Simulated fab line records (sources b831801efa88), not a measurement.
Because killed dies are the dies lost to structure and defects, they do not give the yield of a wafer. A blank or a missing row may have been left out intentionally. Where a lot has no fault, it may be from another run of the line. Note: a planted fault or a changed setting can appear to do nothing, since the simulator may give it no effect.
Which tool was responsible? :: flow gf180mcu :: 12 lots with 36 wafers sampled at 6 steps, on a route of 602 steps

WHAT THE GAUGES SHOWED, per wafer
GF_CONTACT_OVL_MEAS_15. Usual: for CONTACT_OVL the level is 1 nm and the standard deviation is 6.2.
lot: L613
measured: day 16 05:40
on: overlay-01
CONTACT_OVL (nm): 7 9 2
flag: 

lot: L615
measured: day 17 04:36
on: overlay-01
CONTACT_OVL (nm): -4 -4 -5
flag: 

lot: L616
measured: day 17 10:17
on: overlay-01
CONTACT_OVL (nm): 9 0 3
flag: 

lot: L617
measured: day 17 16:40
on: overlay-01
CONTACT_OVL (nm): 6 1 4
flag: 

lot: L619
measured: day 18 15:58
on: overlay-02
CONTACT_OVL (nm): -10 -4 -1
flag: 

lot: L621
measured: day 19 08:53
on: overlay-02
CONTACT_OVL (nm): -5 3 5
flag: 

lot: L622
measured: day 19 15:52
on: overlay-01
CONTACT_OVL (nm): -2 -1 -6
flag: 

lot: L625
measured: day 20 21:13
on: overlay-02
CONTACT_OVL (nm): 1 -5 8
flag: 

lot: L626
measured: day 21 04:00
on: overlay-02
CONTACT_OVL (nm): 0 4 7
flag: 

lot: L628
measured: day 21 16:22
on: overlay-01
CONTACT_OVL (nm): 4 0 -1
flag: 

lot: L629
measured: day 22 02:19
on: overlay-02
CONTACT_OVL (nm): 2 -3 0
flag: 

lot: L630
measured: day 22 11:14
on: overlay-02
CONTACT_OVL (nm): 1 -7 -8
flag: 

GF_M1_RS_MEAS_05: a four-point-probe measurement. Usual: for M1_ALCU_RS the level is 0.0701 ohm/sq and the standard deviation is 0.00068.
lot: L613
measured: day 16 07:04
on: filmMetro-02
M1_ALCU_RS (ohm/sq): 0.0692 0.0692 0.0694
flag: 

lot: L615
measured: day 17 06:00
on: filmMetro-04
M1_ALCU_RS (ohm/sq): 0.0696 0.0688 0.0697
flag: 

lot: L616
measured: day 17 11:42
on: filmMetro-02
M1_ALCU_RS (ohm/sq): 0.0702 0.0688 0.0694
flag: 

lot: L617
measured: day 17 18:05
on: filmMetro-01
M1_ALCU_RS (ohm/sq): 0.0701 0.0713 0.0713
flag: 

lot: L619
measured: day 18 17:23
on: filmMetro-02
M1_ALCU_RS (ohm/sq): 0.0702 0.0709 0.0702
flag: 

lot: L621
measured: day 19 10:20
on: filmMetro-01
M1_ALCU_RS (ohm/sq): 0.0706 0.0703 0.0705
flag: 

lot: L622
measured: day 19 17:19
on: filmMetro-04
M1_ALCU_RS (ohm/sq): 0.0696 0.0703 0.0697
flag: 

lot: L625
measured: day 20 22:37
on: filmMetro-04
M1_ALCU_RS (ohm/sq): 0.0702 0.0702 0.0703
flag: 

lot: L626
measured: day 21 05:25
on: filmMetro-01
M1_ALCU_RS (ohm/sq): 0.0705 0.0699 0.0709
flag: 

lot: L628
measured: day 21 17:45
on: filmMetro-04
M1_ALCU_RS (ohm/sq): 0.0707 0.0702 0.0707
flag: 

lot: L629
measured: day 22 03:44
on: filmMetro-01
M1_ALCU_RS (ohm/sq): 0.0664 0.0701 0.0712 0.0664 0.0702 0.0711
flag: 

lot: L630
measured: day 22 12:38
on: filmMetro-04
M1_ALCU_RS (ohm/sq): 0.0703 0.0702 0.0664 0.0704 0.0702 0.0661
flag: 

GF_M1_THK_MEAS_06: measures by xrf. Usual: for M1_ALCU_THK the level is 450 nm and the standard deviation is 5.
lot: L613
measured: day 16 07:11
on: filmMetro-02
M1_ALCU_THK (nm): 454 457 453
flag: 

lot: L615
measured: day 17 06:07
on: filmMetro-04
M1_ALCU_THK (nm): 450 454 449
flag: 

lot: L616
measured: day 17 11:49
on: filmMetro-02
M1_ALCU_THK (nm): 446 458 455
flag: 

lot: L617
measured: day 17 18:12
on: filmMetro-01
M1_ALCU_THK (nm): 453 444 446
flag: 

lot: L619
measured: day 18 17:31
on: filmMetro-02
M1_ALCU_THK (nm): 448 443 449
flag: 

lot: L621
measured: day 19 10:26
on: filmMetro-01
M1_ALCU_THK (nm): 453 454 449
flag: 

lot: L622
measured: day 19 17:25
on: filmMetro-04
M1_ALCU_THK (nm): 451 445 449
flag: 

lot: L625
measured: day 20 22:44
on: filmMetro-04
M1_ALCU_THK (nm): 449 448 446
flag: 

lot: L626
measured: day 21 05:32
on: filmMetro-01
M1_ALCU_THK (nm): 447 456 448
flag: 

lot: L628
measured: day 21 17:52
on: filmMetro-04
M1_ALCU_THK (nm): 444 444 443
flag: 

lot: L629
measured: day 22 10:11
on: filmMetro-01
M1_ALCU_THK (nm): 482 454 450 481 455 451
flag: 

lot: L630
measured: day 22 16:50
on: filmMetro-04
M1_ALCU_THK (nm): 444 444 470 445 445 470
flag: 

GF_M1_OVL_MEAS_15. Usual: for M1_OVL the level is 1 nm and the standard deviation is 5.1.
lot: L613
measured: day 17 05:49
on: overlay-02
M1_OVL (nm): -2 -4 -7
flag: 

lot: L615
measured: day 18 05:46
on: overlay-02
M1_OVL (nm): 8 2 1
flag: 

lot: L616
measured: day 18 11:59
on: overlay-01
M1_OVL (nm): 1 4 0
flag: 

lot: L617
measured: day 18 18:37
on: overlay-01
M1_OVL (nm): 1 8 3
flag: 

lot: L619
measured: day 19 18:13
on: overlay-02
M1_OVL (nm): -1 -4 -7
flag: 

lot: L621
measured: day 20 10:34
on: overlay-01
M1_OVL (nm): -6 2 -9
flag: 

lot: L622
measured: day 20 17:37
on: overlay-01
M1_OVL (nm): 1 7 6
flag: 

lot: L625
measured: day 21 22:24
on: overlay-02
M1_OVL (nm): 3 2 8
flag: 

lot: L626
measured: day 22 05:25
on: overlay-02
M1_OVL (nm): 5 -1 -3
flag: 

lot: L628
measured: day 22 17:13
on: overlay-02
M1_OVL (nm): 6 5 -5
flag: 

lot: L629
measured: day 23 02:40
on: overlay-02
M1_OVL (nm): 2 -1 2
flag: 

lot: L630
measured: day 23 11:10
on: overlay-01
M1_OVL (nm): -9 -3 5
flag: 

TOOL THAT RAN EACH LOT (tool first, then ch and the chambers of the sampled wafers, then the start)
lot: L613
GF_CONTACT_SPUTTER_22: pvdSputter-04, day 16 06:09
GF_M1_SPUTTER_02: pvdSputter-02, day 16 06:58

lot: L615
GF_CONTACT_SPUTTER_22: pvdSputter-03, day 17 05:06
GF_M1_SPUTTER_02: pvdSputter-01, day 17 05:55

lot: L616
GF_CONTACT_SPUTTER_22: pvdSputter-03, day 17 10:47
GF_M1_SPUTTER_02: pvdSputter-02, day 17 11:35

lot: L617
GF_CONTACT_SPUTTER_22: pvdSputter-01, day 17 17:11
GF_M1_SPUTTER_02: pvdSputter-02, day 17 17:59

lot: L619
GF_CONTACT_SPUTTER_22: pvdSputter-01, day 18 16:29
GF_M1_SPUTTER_02: pvdSputter-03, day 18 17:18

lot: L621
GF_CONTACT_SPUTTER_22: pvdSputter-01, day 19 09:23
GF_M1_SPUTTER_02: pvdSputter-01, day 19 10:12

lot: L622
GF_CONTACT_SPUTTER_22: pvdSputter-03, day 19 16:23
GF_M1_SPUTTER_02: pvdSputter-01, day 19 17:11

lot: L625
GF_CONTACT_SPUTTER_22: pvdSputter-03, day 20 21:43
GF_M1_SPUTTER_02: pvdSputter-01, day 20 22:32

lot: L626
GF_CONTACT_SPUTTER_22: pvdSputter-04, day 21 04:31
GF_M1_SPUTTER_02: pvdSputter-01, day 21 05:20

lot: L628
GF_CONTACT_SPUTTER_22: pvdSputter-04, day 21 16:51
GF_M1_SPUTTER_02: pvdSputter-02, day 21 17:40

lot: L629
GF_CONTACT_SPUTTER_22: pvdSputter-03, day 22 02:49
GF_M1_SPUTTER_02: pvdSputter-01, day 22 03:38

lot: L630
GF_CONTACT_SPUTTER_22: pvdSputter-04, day 22 11:43
GF_M1_SPUTTER_02: pvdSputter-01, day 22 12:32
- GF_CONTACT_SPUTTER_22: material Ti, target thk 15 nm, time 80.02 s.
- GF_M1_SPUTTER_02: material AlCu, target thk 450 nm, time 23.9 s.

AS READ BY THE TOOLS THEMSELVES (means over the sampled wafers that have a number; for cases with no such wafer, the mark the record gives instead)
GF_CONTACT_SPUTTER_22. Usual: throttleValvePct at 29.9 %, with a standard deviation of 1.5.
lot: L613
tool: pvdSputter-04
throttleValvePct (%): 30.2
flag: 

lot: L615
tool: pvdSputter-03
throttleValvePct (%): 31.2
flag: 

lot: L616
tool: pvdSputter-03
throttleValvePct (%): 31.1
flag: 

lot: L617
tool: pvdSputter-01
throttleValvePct (%): 29.7
flag: 

lot: L619
tool: pvdSputter-01
throttleValvePct (%): 27.3
flag: 

lot: L621
tool: pvdSputter-01
throttleValvePct (%): 29.9
flag: 

lot: L622
tool: pvdSputter-03
throttleValvePct (%): 30.9
flag: 

lot: L625
tool: pvdSputter-03
throttleValvePct (%): 30.4
flag: 

lot: L626
tool: pvdSputter-04
throttleValvePct (%): 30.1
flag: 

lot: L628
tool: pvdSputter-04
throttleValvePct (%): 30.2
flag: 

lot: L629
tool: pvdSputter-03
throttleValvePct (%): 31.6
flag: 

lot: L630
tool: pvdSputter-04
throttleValvePct (%): 30.1
flag: 

GF_M1_SPUTTER_02. Usual: throttleValvePct at 29.6 %, with a standard deviation of 1.5.
lot: L613
tool: pvdSputter-02
throttleValvePct (%): 30.6
flag: 

lot: L615
tool: pvdSputter-01
throttleValvePct (%): 27.8
flag: 

lot: L616
tool: pvdSputter-02
throttleValvePct (%): 30.0
flag: 

lot: L617
tool: pvdSputter-02
throttleValvePct (%): 30.4
flag: 

lot: L619
tool: pvdSputter-03
throttleValvePct (%): 30.9
flag: 

lot: L621
tool: pvdSputter-01
throttleValvePct (%): 27.4
flag: 

lot: L622
tool: pvdSputter-01
throttleValvePct (%): 27.3
flag: 

lot: L625
tool: pvdSputter-01
throttleValvePct (%): 29.5
flag: 

lot: L626
tool: pvdSputter-01
throttleValvePct (%): 28.1
flag: 

lot: L628
tool: pvdSputter-02
throttleValvePct (%): 30.8
flag: 

lot: L629
tool: pvdSputter-01
throttleValvePct (%): 28.7
flag: 

lot: L630
tool: pvdSputter-01
throttleValvePct (%): 28.3
flag: 

THE ANSWER, worked out from the rows above alone
Rule: lot off if the mean of its wafers having a number is beyond 3 standard deviations from the usual mean. A lot without any number at a reading at which 4 lots or more have one is off too. Any other lot the step has rows for is counted as sound. The gauges are gone through in route order, then the tools' own readings, and for those a lot's mean is taken as printed above. The first step at which some lot is off is used, and at that step the reading that is off furthest; a lot without a number counts as furthest.
No lot is off on any of the readings shown, so nothing can be concluded from this.

WHAT THE SIMULATOR HAD PUT IN
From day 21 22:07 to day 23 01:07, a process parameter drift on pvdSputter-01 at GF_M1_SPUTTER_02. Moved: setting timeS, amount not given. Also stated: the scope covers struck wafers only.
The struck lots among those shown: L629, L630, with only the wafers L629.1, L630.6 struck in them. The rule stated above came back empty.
